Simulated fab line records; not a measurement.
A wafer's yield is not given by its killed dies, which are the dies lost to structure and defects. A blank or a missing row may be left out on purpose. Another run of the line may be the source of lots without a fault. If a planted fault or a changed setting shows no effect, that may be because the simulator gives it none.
fab line records	flow sky130
record: lots: 12	wafers: 35	lastDay: 50
route steps=708 shown PWDE@84 VT_ADJUST_LVTN@104 VIA4@639 PAD_OPEN@708
lots that met no fault: taken from a fault-free run of the same line
startH: hours from the record's first day to the start of the lot's first wafer shown	waitH: hours from the lot's prior step to this one	" identical to the entry in the row above	L1.1+2: a single row standing in for several wafers	- no value, or no start was given	* or withheld: withheld	< > ~ a bound
route shown NAME@n: names a module that has steps shown in the file, with the first one's number in the route	usual: the fault-free wafers' mean and standard deviation	same: alike in all rows	chamber/n: place in a boat	sites: per-site readings	_std_site: standard deviation across them	_edge_site: inner sites' mean taken away from outer sites' mean	radiusMm: how far each site lies from the wafer's centre	mask NAME#n: copy n	behind: the tool/chamber that last shaped the wafer	hold: cause of the lot's hold/its duration in hours/its outcome	device: names the non-switching transistor (n, p or np)	end of line: the route-end tests of the same wafers	a step with no rows: only its recipe	killed: dies that structure and defects cost at the first sort, which is not the same as the wafer's yield	map: per-die view of a wafer (x killed, . not killed, _ where there is no die)
set.NAME: the setting the step ran with; set.NAME@STEP: the setting that earlier step ran with	model.NAME: the simulator's own value behind a step, which no gauge read
route steps across a sampled set of lots; one table per step, one row per wafer
services: from which hour (startH, from the record's first day; less than 0 if before it) a tool's chamber was out of use, for how many hours, and why
== steps ==
step: SKY_NWELL_RS_MEAS_31
recipe: thkMeasGauge: four-point-probe
usual: PWDE_RS: 5268/19
lot.wafer	tool	chamber	startH	waitH	PWDE_RS[ohm/sq]
L258.4	filmMetro-02	-	106.75	0.1	5263
L258.5	"	-	"	"	5264
L258.6	"	-	"	"	5246
L262.2	filmMetro-03	-	127.33	0.1	5257
L262.4	"	-	"	"	5244
L262.6	"	-	"	"	5267
L263.2	filmMetro-04	-	139.98	0.1	5281
L263.4	"	-	"	"	5252
L263.6	"	-	"	"	5270
L265.4	filmMetro-04	-	150.86	0.1	5294
L265.5	"	-	"	"	5280
L265.6	"	-	"	"	5287
L266.2	filmMetro-03	-	161.23	0.1	5247
L266.3	"	-	"	"	5253
L266.6	"	-	"	"	5264
L267.3	filmMetro-02	-	163.50	0.1	5275
L267.4	"	-	"	"	5264
L267.5	"	-	"	"	5279
L268.1	filmMetro-02	-	166.73	0.1	5262
L268.3	"	-	"	"	5267
L268.5	"	-	"	"	5266
L274.2	filmMetro-02	-	199.66	0.1	5257
L274.4	"	-	"	"	5279
L275.1	filmMetro-02	-	213.80	0.1	5238
L275.2	"	-	"	"	5248
L275.3	"	-	"	"	5234
L278.2	filmMetro-03	-	227.93	0.1	5278
L278.3	"	-	"	"	5254
L278.4	"	-	"	"	5286
L279.4	filmMetro-03	-	229.41	0.1	5239
L279.5	"	-	"	"	5238
L279.6	"	-	"	"	5248
L280.1	filmMetro-02	-	238.79	0.1	5271
L280.4	"	-	"	"	5287
L280.6	"	-	"	"	5274
step: SKY_VT_ADJUST_LVTN_OVL_MEAS_07
usual: VT_ADJUST_LVTN_OVL: 0.8/1.3
lot.wafer	tool	chamber	startH	waitH	VT_ADJUST_LVTN_OVL[nm]
L258.4	overlay-01	-	144.10	-	0.5
L258.5	"	-	"	"	-0.5
L258.6	"	-	"	"	-0.8
L262.2	overlay-01	-	166.12	-	3.3
L262.4	"	-	"	"	1.9
L262.6	"	-	"	"	2.7
L263.2	overlay-01	-	179.28	-	0.4
L263.4	"	-	"	"	0.3
L263.6	"	-	"	"	1.5
L265.4	overlay-01	-	191.44	-	-0.7
L265.5	"	-	"	"	-0.6
L265.6	"	-	"	"	-2.1
L266.2	overlay-01	-	203.27	-	1.8
L266.3	"	-	"	"	2.4
L266.6	"	-	"	"	-1.3
L267.3	overlay-02	-	205.00	-	0.2
L267.4	"	-	"	"	1.3
L267.5	"	-	"	"	0.1
L268.1	overlay-01	-	208.47	-	3.6
L268.3	"	-	"	"	2.4
L268.5	"	-	"	"	1.4
L274.2	overlay-01	-	243.23	-	-1.0
L274.4	"	-	"	"	0.9
L275.1	overlay-01	-	259.02	-	1.2
L275.2	"	-	"	"	1.1
L275.3	"	-	"	"	0.1
L278.2	overlay-02	-	273.82	-	1.6
L278.3	"	-	"	"	2.0
L278.4	"	-	"	"	1.4
L279.4	overlay-01	-	276.08	-	4.4
L279.5	"	-	"	"	3.6
L279.6	"	-	"	"	1.4
L280.1	overlay-01	-	288.23	-	-0.3
L280.4	"	-	"	"	0.7
L280.6	"	-	"	"	2.0
step: SKY_VT_ADJUST_LVTN_TW_MEAS_10
usual: VT_ADJUST_LVTN_TW: 241/3.1
lot.wafer	tool	chamber	startH	waitH	VT_ADJUST_LVTN_TW
L258.4	filmMetro-02	-	144.40	0.1	238
L258.5	"	-	"	"	239
L258.6	"	-	"	"	240
L262.2	filmMetro-01	-	166.41	0.1	245
L262.4	"	-	"	"	245
L262.6	"	-	"	"	244
L263.2	filmMetro-01	-	179.57	0.1	243
L263.4	"	-	"	"	244
L263.6	"	-	"	"	245
L265.4	filmMetro-02	-	191.74	0.1	236
L265.5	"	-	"	"	237
L265.6	"	-	"	"	238
L266.2	filmMetro-01	-	203.56	0.1	246
L266.3	"	-	"	"	247
L266.6	"	-	"	"	246
L267.3	filmMetro-01	-	205.29	0.1	247
L267.4	"	-	"	"	246
L267.5	"	-	"	"	247
L268.1	filmMetro-02	-	208.76	0.1	238
L268.3	"	-	"	"	237
L268.5	"	-	"	"	238
L274.2	filmMetro-02	-	243.52	0.1	238
L274.4	"	-	"	"	239
L275.1	filmMetro-04	-	259.30	0.1	241
L275.2	"	-	"	"	240
L275.3	"	-	"	"	239
L278.2	filmMetro-01	-	274.11	0.1	245
L278.3	"	-	"	"	245
L278.4	"	-	"	"	246
L279.4	filmMetro-04	-	276.38	0.1	241
L279.5	"	-	"	"	241
L279.6	"	-	"	"	242
L280.1	filmMetro-02	-	288.52	0.1	238
L280.4	"	-	"	"	239
L280.6	"	-	"	"	238
step: SKY_VIA4_HDPCVD_00
recipe: material: SiO2	targetThkNm: 1750	sigmaOpenFrac: 0.3	timeS: 291.7	tempC: 400	sih4FlowSccm: 60	pressureMtorr: 6
usual: runLengthS: 319.6/0.53	sih4FlowSccm: 59.99/0.17
lot.wafer	tool	chamber	startH	waitH	runLengthS	sih4FlowSccm
L258.4	hdpcvd-01	1	981.66	0.1	319.6	60.04
L258.5	"	0	"	"	320.3	59.98
L258.6	"	2	"	"	320.0	59.95
L262.2	hdpcvd-01	1	1009.13	0.0	319.2	60.01
L262.4	"	1	"	"	319.5	60.00
L262.6	"	2	"	"	320.1	60.14
L263.2	hdpcvd-02	1	1019.96	0.0	319.8	60.22
L263.4	"	1	"	"	319.6	59.96
L263.6	"	2	"	"	320.3	59.92
L265.4	hdpcvd-01	1	1038.02	0.1	319.4	60.07
L265.5	"	0	"	"	319.6	60.08
L265.6	"	2	"	"	320.1	59.95
L266.2	hdpcvd-02	1	1047.01	0.0	319.7	59.86
L266.3	"	2	"	"	320.2	59.69
L266.6	"	0	"	"	319.2	60.01
L267.3	hdpcvd-01	0	1050.08	0.0	319.5	60.07
L267.4	"	1	"	"	319.4	59.97
L267.5	"	0	"	"	319.7	60.23
L268.1	hdpcvd-02	1	1052.70	0.0	319.7	60.17
L268.3	"	2	"	"	320.0	59.71
L268.5	"	1	"	"	319.5	59.99
L274.2	hdpcvd-02	1	1088.55	0.0	341.9	60.11
L274.4	"	1	"	"	342.3	60.14
L275.1	hdpcvd-02	1	1102.20	0.0	319.6	60.02
L275.2	"	0	"	"	341.1	59.79
L275.3	"	2	"	"	319.7	60.20
L278.2	hdpcvd-01	0	1114.25	0.0	319.7	60.31
L278.3	"	2	"	"	320.2	60.37
L278.4	"	2	"	"	320.5	60.06
L279.4	hdpcvd-01	0	1116.90	0.1	319.5	60.04
L279.5	"	2	"	"	320.6	60.05
L279.6	"	1	"	"	319.3	59.70
L280.1	hdpcvd-01	2	1121.87	0.0	320.2	59.88
L280.4	"	1	"	"	319.3	59.92
L280.6	"	0	"	"	319.7	60.01
step: SKY_VIA4_THK_MEAS_01
recipe: reads: SiO2_of_VIA4_HDPCVD_00
usual: VIA4_HDPCVD_THK: 1755/15
lot.wafer	tool	chamber	startH	waitH	VIA4_HDPCVD_THK[nm]
L258.4	filmMetro-02	-	981.78	0.0	1750
L258.5	"	-	"	"	1753
L258.6	"	-	"	"	1721
L262.2	filmMetro-02	-	1009.32	0.1	1745
L262.4	"	-	"	"	1753
L262.6	"	-	"	"	1747
L263.2	filmMetro-02	-	1020.15	0.1	1753
L263.4	"	-	"	"	1763
L263.6	"	-	"	"	1763
L265.4	filmMetro-02	-	1038.14	0.0	1769
L265.5	"	-	"	"	1778
L265.6	"	-	"	"	1780
L266.2	filmMetro-02	-	1047.20	0.1	1736
L266.3	"	-	"	"	1738
L266.6	"	-	"	"	1723
L267.3	filmMetro-02	-	1050.28	0.1	1775
L267.4	"	-	"	"	1754
L267.5	"	-	"	"	1740
L268.1	filmMetro-02	-	1052.88	0.1	1746
L268.3	"	-	"	"	1754
L268.5	"	-	"	"	1759
L274.2	filmMetro-01	-	1088.74	0.1	1917
L274.4	"	-	"	"	1896
L275.1	filmMetro-03	-	1102.38	0.1	1775
L275.2	"	-	"	"	1907
L275.3	"	-	"	"	1771
L278.2	filmMetro-01	-	1114.45	0.1	1755
L278.3	"	-	"	"	1741
L278.4	"	-	"	"	1754
L279.4	filmMetro-03	-	1117.01	0.0	1769
L279.5	"	-	"	"	1747
L279.6	"	-	"	"	1737
L280.1	filmMetro-02	-	1122.05	0.1	1743
L280.4	"	-	"	"	1757
L280.6	"	-	"	"	1768
step: SKY_PAD_OPEN_PROBE_99
usual: defectLimitedYield: 82.5/2	killed_at_M0_to_M3: 44/7	killed_at_M4_up: 3.0/1.7	killedAtContacts: 24/5.2	killedAtFrontEnd: 15/4.8	killedAtOther: 0.2/0.56	killedDies: 86/9.7	killedOpen: 47/7.1	killedShort: 39/6.3	sort_bin_3_pad_short: 0.9/0.4	sort_bin_5_function: 10.3/1.6	sort_bin_6_memory: 6.3/1.2	sortNPass: 406/9.7	sortYieldPct: 82.5/2
same: grossDies: 492	killedAtBackSide: 0	sort_bin_4_leakage[%]: 0	sort_bin_8_speed[%]: 0
lot.wafer	tool	chamber	startH	waitH	defectLimitedYield[%]	killed_at_M0_to_M3	killed_at_M4_up	killedAtContacts	killedAtFrontEnd	killedAtOther	killedDies	killedOpen	killedShort	sort_bin_3_pad_short[%]	sort_bin_5_function[%]	sort_bin_6_memory[%]	sortNPass	sortYieldPct[%]
L267.4	prober-01	-	1139.56	0.2	85.4	35	1	19	17	0	72	36	36	1.0	6.9	6.7	420	85.4
L279.4	prober-02	-	1194.10	0.2	85.0	38	3	17	16	0	74	41	33	1.4	8.7	4.9	418	85.0
L279.5	prober-02	-	1194.15	0.2	82.3	37	3	29	18	0	87	48	39	1.0	10.2	6.5	405	82.3
L279.6	prober-02	-	1194.20	0.2	80.9	47	3	24	20	0	94	63	31	0.8	11.6	6.7	398	80.9
killed by level:class
L267.4 CONTACT:geometricParticle:open=9 VIA1:geometricParticle:open=6 FIELD_ISO:geometricParticle:short=5 LOCAL_INTERCONNECT:geometricParticle:short=5 VIA2:geometricParticle:short=5 FIELD_ISO:geometricParticle:open=4 POLY_GATE:geometricParticle:open=4 METAL1:geometricParticle:short=4
L279.4 VIA1:geometricParticle:open=9 LI_CONTACT:geometricParticle:open=7 VIA2:geometricParticle:open=7 POLY_GATE:geometricParticle:short=5 FIELD_ISO:geometricParticle:open=4 VIA3:geometricParticle:open=4 LOCAL_INTERCONNECT:geometricParticle:short=3 FIELD_ISO:geometricParticle:short=3
L279.5 VIA1:geometricParticle:open=11 CONTACT:geometricParticle:open=10 FIELD_ISO:geometricParticle:open=8 LOCAL_INTERCONNECT:geometricParticle:short=6 VIA2:geometricParticle:open=6 LI_CONTACT:geometricParticle:open=5 POLY_GATE:geometricParticle:short=4 LI_CONTACT:geometricParticle:short=4
L279.6 VIA1:geometricParticle:open=13 VIA2:geometricParticle:open=11 LI_CONTACT:geometricParticle:open=9 CONTACT:geometricParticle:open=9 FIELD_ISO:geometricParticle:open=7 FIELD_ISO:geometricParticle:short=6 VIA2:geometricParticle:short=5 VIA3:geometricParticle:open=5
== services ==
tool	chamber	startH	hours	kind
hdpcvd-02	0	965.25	-	clean
hdpcvd-02	1	965.25	-	clean
hdpcvd-02	2	965.25	-	clean
hdpcvd-01	0	970.01	9.1	repair
hdpcvd-01	-	1050.49	1.1	repair
hdpcvd-02	1	1078.24	5.3	repair
hdpcvd-01	1	1079.75	6.5	repair
hdpcvd-02	-	1105.52	2.8	pm
== key ==
firstSign: step: SKY_VIA4_HDPCVD_00	reading: runLengthS	direction: up	sigmas: 42	usual: *	struck: *
effect: step: SKY_VIA4_THK_MEAS_01	reading: VIA4_HDPCVD_THK	direction: up	sigmas: 9.8	usual: 1755	struck: 1907
metAt SKY_VIA4_HDPCVD_00
struckLots L274,L275
struckWafers L274.2,L274.4,L275.2
notActingAt SKY_NWELL_RS_MEAS_31,SKY_VT_ADJUST_LVTN_OVL_MEAS_07,SKY_VT_ADJUST_LVTN_TW_MEAS_10
onsetBetween 1052.70 1088.55
fault: kind: processParameterDrift	tool: hdpcvd-02	chamber: -	onsetH: 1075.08	steps: SKY_VIA4_HDPCVD_00	channel: timeS	offset: *	shape: step	endH: 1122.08	scope: struckWafersOnly	actsIn: *	stated: *
